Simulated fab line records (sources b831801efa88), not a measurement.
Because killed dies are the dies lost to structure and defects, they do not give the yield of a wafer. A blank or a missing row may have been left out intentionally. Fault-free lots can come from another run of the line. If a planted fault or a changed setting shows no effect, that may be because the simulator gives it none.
Which tool was responsible? ; flow gf180mcu ; 11 lots with 33 wafers sampled at 6 steps, on a route of 602 steps

== WHAT THE GAUGES READ, wafer by wafer ==
GF_V4_THK_MEAS_01. Usual: V4_CVD_00_THK gives 599 nm (standard deviation 6.8).
lot;measured;on;V4_CVD_00_THK (nm);flag
L480;day 23 12:31;film_metro-02;593 592 588;
L483;day 24 18:41;film_metro-04;596 592 601;
L484;day 25 04:20;film_metro-04;601 602 599;
L489;day 26 22:30;film_metro-02;591 593 597;
L490;day 27 08:22;film_metro-01;591 596 593;
L491;day 27 16:35;film_metro-02;600 601 611;
L497;day 29 08:25;film_metro-01;612 601 610;
L498;day 29 11:41;film_metro-02;591 599 596;
L499;day 29 21:42;film_metro-01;603 597 593;
L501;day 30 07:40;film_metro-02;588 608 600;
L502;day 30 15:41;film_metro-01;590 601 601;

GF_V4_BOW_MEAS_05. Usual: V4_BOW gives 138 um (standard deviation 10).
lot;measured;on;V4_BOW (um);flag
L480;day 23 13:00;film_metro-01;119 113 125;
L483;day 24 19:11;film_metro-01;138 130 129;
L484;day 25 04:49;film_metro-02;155 152 134;
L489;day 26 22:59;film_metro-01;159 148 152;
L490;day 27 08:52;film_metro-04;148 153 136;
L491;day 27 17:11;film_metro-02;150 143 142;
L497;day 29 09:01;film_metro-02;130 132 136;
L498;day 29 12:11;film_metro-01;129 130 124;
L499;day 29 22:11;film_metro-01;144 134 136;
L501;day 30 08:28;film_metro-01;128 134 117;
L502;day 30 16:11;film_metro-01;133 144 137;

GF_V4_OVL_MEAS_15. Usual: V4_OVL gives 3 nm (standard deviation 5.4).
lot;measured;on;V4_OVL (nm);flag
L480;day 24 11:31;overlay-01;-8 -1 -7;
L483;day 25 16:47;overlay-01;9 10 5;
L484;day 26 02:05;overlay-01;2 11 -2;
L489;day 27 18:58;overlay-02;14 11 12;
L490;day 28 04:43;overlay-02;7 5 3;
L491;day 28 13:14;overlay-01;6 4 3;
L497;day 30 04:25;overlay-01;-6 -8 -4;
L498;day 30 07:53;overlay-02;-2 1 1;
L499;day 30 16:34;overlay-02;8 5 0;
L501;day 31 02:13;overlay-01;3 5 12;
L502;day 31 09:38;overlay-01;12 15 12;

GF_MIM_RS_MEAS_10: measurement is done with a four-point probe. Usual: MIM_ALCU_RS gives 0.1608 ohm/sq (standard deviation 0.002).
lot;measured;on;MIM_ALCU_RS (ohm/sq);flag
L480;day 24 13:52;film_metro-01;0.1606 0.1610 0.1610;
L483;day 25 18:36;film_metro-01;0.1624 0.1609 0.1611;
L484;day 26 03:54;film_metro-03;0.1583 0.1617 0.1588;
L489;day 27 20:53;film_metro-03;0.1623 0.1909 0.1622;OFF
L490;day 28 06:31;film_metro-01;0.1591 0.1878 0.1627;OFF
L491;day 28 15:10;film_metro-03;0.1618 0.1640 0.1889;OFF
L497;day 30 06:34;film_metro-03;0.1585 0.1611 0.1570;
L498;day 30 09:47;film_metro-03;0.1591 0.1596 0.1604;
L499;day 30 18:22;film_metro-04;0.1628 0.1629 0.1638;
L501;day 31 04:03;film_metro-03;0.1619 0.1582 0.1583;
L502;day 31 11:26;film_metro-03;0.1622 0.1615 0.1619;

GF_MIM_THK_MEAS_11: measures by xrf. Usual: MIM_ALCU_THK gives 197.8 nm (standard deviation 2.5).
lot;measured;on;MIM_ALCU_THK (nm);flag
L480;day 24 13:59;film_metro-01;197.5 196.9 195.8;
L483;day 25 18:43;film_metro-01;196.7 199.6 198.0;
L484;day 26 04:01;film_metro-03;201.0 196.8 199.9;
L489;day 27 21:00;film_metro-03;196.0 168.7 195.8;OFF
L490;day 28 06:38;film_metro-01;201.1 170.7 198.2;OFF
L491;day 28 15:17;film_metro-03;196.3 195.1 170.6;OFF
L497;day 30 06:41;film_metro-03;200.0 196.4 201.6;
L498;day 30 09:54;film_metro-03;199.3 198.6 198.1;
L499;day 30 18:29;film_metro-04;195.7 194.9 193.3;
L501;day 31 04:10;film_metro-03;195.3 199.6 200.5;
L502;day 31 11:34;film_metro-03;195.1 195.4 195.5;

== TOOL THAT RAN EACH LOT (tool first, then ch and the chambers of the sampled wafers, then the start) ==
lot;GF_MIM_SPUTTER_08
L480;pvd_sputter-03, day 24 13:49
L483;pvd_sputter-02, day 25 18:32
L484;pvd_sputter-04, day 26 03:50
L489;pvd_sputter-02, day 27 20:50
L490;pvd_sputter-02, day 28 06:28
L491;pvd_sputter-02, day 28 15:07
L497;pvd_sputter-04, day 30 06:31
L498;pvd_sputter-03, day 30 09:43
L499;pvd_sputter-04, day 30 18:19
L501;pvd_sputter-04, day 31 04:00
L502;pvd_sputter-02, day 31 11:23
- GF_MIM_SPUTTER_08: material AlCu, target thk 200 nm, time 10.6 s.

== WHAT THE TOOLS THEMSELVES READ (means of the sampled wafers that have a number; where no wafer has one, the mark that the record gives instead) ==
GF_MIM_SPUTTER_08. Usual: cathode_dc_power_W 10600 W, standard deviation 2; throttle_valve_pct 30.3 %, standard deviation 0.94.
lot;tool;cathode_dc_power_W (W);throttle_valve_pct (%);flag
L480;pvd_sputter-03;10601;30.3;
L483;pvd_sputter-02;10600;30.5;
L484;pvd_sputter-04;10599;29.8;
L489;pvd_sputter-02;10113;31.1;OFF
L490;pvd_sputter-02;10113;31.1;OFF
L491;pvd_sputter-02;10112;30.6;OFF
L497;pvd_sputter-04;10601;30.5;
L498;pvd_sputter-03;10599;30.9;
L499;pvd_sputter-04;10598;30.4;
L501;pvd_sputter-04;10601;29.6;
L502;pvd_sputter-02;10601;30.3;

== THE ANSWER, worked out from the rows above alone ==
Rule: take the mean of a lot's wafers that have a number; if it is more than 3 standard deviations from the usual mean, the lot is off. Also off: a lot with no number at a reading for which 4 or more lots have one. Where the step has rows for the other lots, those lots are counted as sound. The gauges are gone through in route order, then the tools' own readings, and for those a lot's mean is taken as printed above. The first step at which some lot is off is used, and at that step the reading that is off furthest; a lot without a number counts as furthest.
Off: at GF_MIM_RS_MEAS_10 (MIM_ALCU_RS), L489, L490, L491.
If a tool, at a process step before that reading, ran all the lots that are off and no sound lot after the first of them, it fits. The gauges at GF_MIM_RS_MEAS_10 aren't tried: what is off there is off at GF_MIM_SPUTTER_08 too, on other tools, and a gauge's error can't cause that. Of those tried, none fits.

== WHAT WAS PUT IN BY THE SIMULATOR ==
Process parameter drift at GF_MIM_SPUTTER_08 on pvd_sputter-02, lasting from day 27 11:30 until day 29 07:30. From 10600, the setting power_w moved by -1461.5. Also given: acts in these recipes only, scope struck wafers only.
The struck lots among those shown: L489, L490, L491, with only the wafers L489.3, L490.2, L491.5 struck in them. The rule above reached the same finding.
